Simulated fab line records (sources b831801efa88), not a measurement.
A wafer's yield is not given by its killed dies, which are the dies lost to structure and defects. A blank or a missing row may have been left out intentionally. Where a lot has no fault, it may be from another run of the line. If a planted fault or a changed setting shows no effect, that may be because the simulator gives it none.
Which tool was responsible?	flow sky130	14 lots with 42 wafers sampled at 4 steps, on a route of 708 steps

== WHAT THE GAUGES READ, wafer by wafer ==
SKY_VIA3_RS_MEAS_22: uses a four-point probe to measure.
lot	measured	on	VIA3_W_RS (ohm/sq)
L535	day 39 20:00	film_metro-04	0.2899 0.2957 0.2931
L537	day 40 06:42	film_metro-04	0.2989 0.2931 0.2971
L538	day 40 09:07	film_metro-04	0.2921 0.2919 0.2911
L539	day 40 12:23	film_metro-01	0.2941 0.2933 0.2929
L549	day 43 02:52	film_metro-04	0.2918 0.2890 0.2931
L550	day 43 18:46	film_metro-01	0.2908 0.2920 0.2890
L551	day 43 21:52	film_metro-01	0.2911 0.2923 0.2974
L552	day 44 06:34	film_metro-04	0.2965 0.2920 0.2934
L553	day 44 11:16	film_metro-04	0.2953 0.2958 0.2944
L554	day 44 16:07	film_metro-04	0.2956 0.2911 0.2933
L555	day 45 06:49	film_metro-01	0.2926 0.2917 0.2921
L556	day 45 23:11	film_metro-03	0.2927 0.2928 0.2950
L558	day 45 23:43	film_metro-01	0.2941 0.2962 0.2965
L557	day 45 23:56	film_metro-04	0.2940 0.2963 0.2910

SKY_CAP2M_THK_MEAS_01.
lot	measured	on	CAP2M_CVD_00_THK (nm)
L535	day 39 20:38	film_metro-03	15.24 15.54 15.48
L537	day 40 07:20	film_metro-03	15.60 15.74 15.60
L538	day 40 09:46	film_metro-01	15.46 15.57
L549	day 43 03:32	film_metro-03	15.60 15.68 15.46
L550	day 43 19:26	film_metro-02	15.50 15.47 15.49
L551	day 43 22:43	film_metro-02	15.37 15.13 15.50
L552	day 44 07:11	film_metro-02	15.33 15.49 15.54
L553	day 44 11:56	film_metro-02	15.14 15.44 15.68
L554	day 44 16:46	film_metro-02	15.36 15.47 15.55
L555	day 45 07:29	film_metro-01	15.47 15.49 15.57
L556	day 45 23:51	film_metro-01	15.34 15.68 15.72
L558	day 46 00:21	film_metro-02	15.55 15.61 15.57
L557	day 46 00:41	film_metro-03	15.58 16.10 15.53

== TOOL THAT RAN EACH LOT (tool first, then ch and the chambers of the sampled wafers, then the start) ==
lot	SKY_VIA3_ETCH_15	SKY_VIA3_CMP_24
L535	rie_diel-03 ch 1,3, day 39 19:05	cmp-01 ch 1,2,3, day 39 20:11
L537	rie_diel-03 ch 0,1,3, day 40 05:44	cmp-01 ch 2,3, day 40 06:50
L538	rie_diel-03 ch 0,1,3, day 40 07:52	cmp-01 ch 2,3, day 40 09:17
L539	rie_diel-02 ch 0,1,2, day 40 11:31	cmp-01 ch 1,2,3, day 40 12:42
L549	rie_diel-03 ch 0,1,3, day 43 02:02	cmp-02 ch 0,1,2, day 43 03:03
L550	rie_diel-02 ch 2,3, day 43 17:56	cmp-01 ch 0,1,2, day 43 19:06
L551	rie_diel-02 ch 1,2,3, day 43 21:01	cmp-01 ch 0,1,2, day 43 22:14
L552	rie_diel-02 ch 0,3, day 44 05:41	cmp-02 ch 2,3, day 44 06:42
L553	rie_diel-01 ch 0,2,3, day 44 10:26	cmp-02 ch 0,3, day 44 11:30
L554	rie_diel-02 ch 2,3, day 44 15:13	cmp-02 ch 0,1,2, day 44 16:26
L555	rie_diel-01 ch 1,2, day 45 05:59	cmp-02 ch 0,2,3, day 45 07:00
L556	rie_diel-03 ch 0,1, day 45 22:20	cmp-01 ch 1,2,3, day 45 23:28
L558	rie_diel-02 ch 1,2, day 45 22:50	cmp-02 ch 1,2, day 45 23:51
L557	rie_diel-03 ch 0,2,3, day 45 23:04	cmp-01 ch 1,2,3, day 46 00:15
- SKY_VIA3_ETCH_15: etches SiO2 in C4F8/O2/Ar, stops on TiN, target depth 507 nm, time 78 s.
- SKY_VIA3_CMP_24: polishes, stops on SiO2, t overpolish 20 s, target thk 0 nm.

== AS READ BY THE TOOLS THEMSELVES (means over the sampled wafers that have a number; for cases with no such wafer, the mark the record gives instead) ==
SKY_VIA3_ETCH_15.
lot	tool	oes_product_au (a.u.)
L535	rie_diel-03	0.945
L537	rie_diel-03	0.947
L538	rie_diel-03	0.947
L539	rie_diel-02	0.949
L549	rie_diel-03	0.944
L550	rie_diel-02	0.947
L551	rie_diel-02	0.947
L552	rie_diel-02	0.947
L553	rie_diel-01	0.942
L554	rie_diel-02	0.947
L555	rie_diel-01	0.945
L556	rie_diel-03	0.948
L558	rie_diel-02	0.943
L557	rie_diel-03	0.949

SKY_VIA3_CMP_24.
lot	tool	head_pressure_psi (psi)	motor_current_A (A)	overpolish_run_s (s)	time_to_endpoint_s (s)
L535	cmp-01	3.501	11.3	20.002	90
L537	cmp-01	3.502	11.0	19.994	90
L538	cmp-01	3.503	10.5	13.353	114
L539	cmp-01	3.504	11.1	0.042	149
L549	cmp-02	3.504	11.2	20.003	97
L550	cmp-01	3.493	10.8	19.996	97
L551	cmp-01	3.505	10.7	20.012	95
L552	cmp-02	3.501	12.2	19.997	96
L553	cmp-02	3.495	10.9	20.004	96
L554	cmp-02	3.506	11.4	19.998	97
L555	cmp-02	3.512	11.4	20.005	98
L556	cmp-01	3.496	10.9	20.003	95
L558	cmp-02	3.500	11.2	19.995	96
L557	cmp-01	3.492	11.2	19.994	96

== THE ANSWER, worked out from the rows above alone ==
Rule: the lots themselves supply what counts as usual. Put in order of their means at a reading, lots are off if they are a third of the lots or fewer, leave a main group of 4 or more, and stand apart from it by a gap of 3 or more times the standard deviation of the main group's means; of several such gaps the widest counts. A main group is skipped when, at the precision printed for the reading in the tables above, its means are all equal. Also off: a lot with no number at a reading for which 4 or more lots have one. Any other lot the step has rows for is counted as sound. After the gauges, taken in route order, come the tools' own readings; for these a lot's mean is taken, as printed above. The first step at which some lot is off is used, and at that step the reading that is off furthest; a lot without a number counts as furthest.
Off at SKY_VIA3_CMP_24 (overpolish_run_s): L538, L539. The main group has a mean of 20.000 s with a standard deviation of 0.0053.
If a tool, at that step or one of the process steps before it, ran each lot that is off and ran no sound lot following the first of them, it fits. No candidate that was tried fits.

== WHAT THE SIMULATOR PUT IN ==
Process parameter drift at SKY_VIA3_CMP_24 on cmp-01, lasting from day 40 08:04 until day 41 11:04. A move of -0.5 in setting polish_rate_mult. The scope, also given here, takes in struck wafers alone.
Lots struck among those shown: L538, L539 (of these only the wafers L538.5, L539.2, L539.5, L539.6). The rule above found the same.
